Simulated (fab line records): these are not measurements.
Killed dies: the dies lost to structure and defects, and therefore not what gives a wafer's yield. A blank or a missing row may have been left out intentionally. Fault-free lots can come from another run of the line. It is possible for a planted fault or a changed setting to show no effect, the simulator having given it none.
Split-lot experiment    flow sfq-line    route with 325 steps; 5 lots, 23 wafers read

## ABOUT THE SPLIT
At SFQ_TRILAYER_M2_DEP_SPUTTER_055 (material Nb, target thk 200 nm, time 133.3 s), the setting power-w was moved away from the recipe's 2000 W on 8 of the 23 wafers read, by -7.4% to +3.8%. All remaining wafers had this setting at the recipe value.

Split to reading: the file shows no intervening step.

## THE READING
M2_NB_RS (ohm/sq), read at SFQ_M2_RS_MEAS_914 with a four-point probe. On this fab line, fault-free wafers typically give 0.890 ohm/sq with a standard deviation of 0.0094 ohm/sq.

wafer   tool, chamber at the split  power-w as run, W  against the recipe  M2_NB_RS, ohm/sq  against lot-mates on the recipe
L076.1  pvd-sputter-03, -           1852               -7.4%               0.962             +0.063
L076.2  pvd-sputter-03, -           1852               -7.4%               0.963             +0.064
L076.3  pvd-sputter-03, -           2000               recipe              0.900             -
L076.4  pvd-sputter-03, -           2000               recipe              0.899             -
L076.5  pvd-sputter-03, -           2000               recipe              0.898             -
L079.1  pvd-sputter-04, -           2000               recipe              0.891             -
L079.2  pvd-sputter-04, -           2000               recipe              0.890             -
L079.4  pvd-sputter-04, -           2000               recipe              0.882             -
L079.5  pvd-sputter-04, -           2000               recipe              0.883             -
L079.6  pvd-sputter-04, -           2000               recipe              0.897             -
L080.1  pvd-sputter-03, -           1920               -4.0%               0.925             +0.034
L080.2  pvd-sputter-03, -           2000               recipe              0.894             -
L080.3  pvd-sputter-03, -           1920               -4.0%               0.925             +0.034
L080.4  pvd-sputter-03, -           1920               -4.0%               0.928             +0.037
L080.6  pvd-sputter-03, -           2000               recipe              0.887             -
L083.1  pvd-sputter-04, -           2000               recipe              0.893             -
L083.5  pvd-sputter-04, -           2000               recipe              0.900             -
L083.6  pvd-sputter-04, -           2000               recipe              0.893             -
L085.2  pvd-sputter-04, -           2000               recipe              0.903             -
L085.3  pvd-sputter-04, -           2075               +3.8%               0.873             -0.033
L085.4  pvd-sputter-04, -           2075               +3.8%               0.876             -0.030
L085.5  pvd-sputter-04, -           2000               recipe              0.909             -
L085.6  pvd-sputter-04, -           2075               +3.8%               0.868             -0.038

THE FIT
A straight line over all 23 wafers: M2_NB_RS changes by -0.00804 ohm/sq for each +1% of power-w; r = -0.96; the points scatter about the line by 0.0071 ohm/sq.
The same after taking each lot's own level away (the mean of its wafers on the recipe; 23 wafers): -0.00875 ohm/sq for each +1%; r = -0.99; scatter 0.0036 ohm/sq.
The reading moves by 0.065 ohm/sq for the largest change in power-w, on that fit.
From 0.8886 to 0.9060 ohm/sq: that is the span of the lots' own levels, equal to 1.9 times the standard deviation above.
Consequently the slope shifts little with the lot-to-lot level, the two slopes agreeing.
Check: for one of the wafers moved furthest among these (-7.4%), held out of the fit, the line's prediction against its lot-mates is +0.0652 ohm/sq. It came out at +0.063 ohm/sq against them.

## FURTHER SPLITS ON THESE WAFERS
Note: prior to the reading, these wafers also went through further splits. Each is held against what the fit with the lots' levels taken away leaves over:
other split on the same wafers                wafers away from the commonest value  r with M2_NB_RS (lot level and that fit taken away)
SFQ_TRILAYER_M1_LITHO_COAT_044 resist-thk-nm  11                                    -0.09
SFQ_TRILAYER_I1_DEP_PECVD_045 time-s          6                                     +0.03
SFQ_TRILAYER_I1_VIA_LITHO_EXPOSE_050 dose-mj  5                                     -0.11

## THE WHOLE CHAIN: every reading that the file lists as answering this split, in the file's order
step                             what it does                                  reading                                                                                    change (the file's fit)               r (the file's)
SFQ_TRILAYER_M2_DEP_SPUTTER_055  material Nb, target thk 200 nm, time 133.3 s  Nb_of_TRILAYER_M2_DEP_SPUTTER_055.thk-nm (the simulator's own value, which no gauge read)  +1.84 nm for each +1% of the setting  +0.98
SFQ_M2_RS_MEAS_914               measures by four-point-probe                  M2_NB_RS                                                                                   -0.00869 for each +1% of the setting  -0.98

## THE FILE'S OWN FIT
M2_NB_RS changes by -0.00869 ohm/sq for each +1% of power-w, r = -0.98.
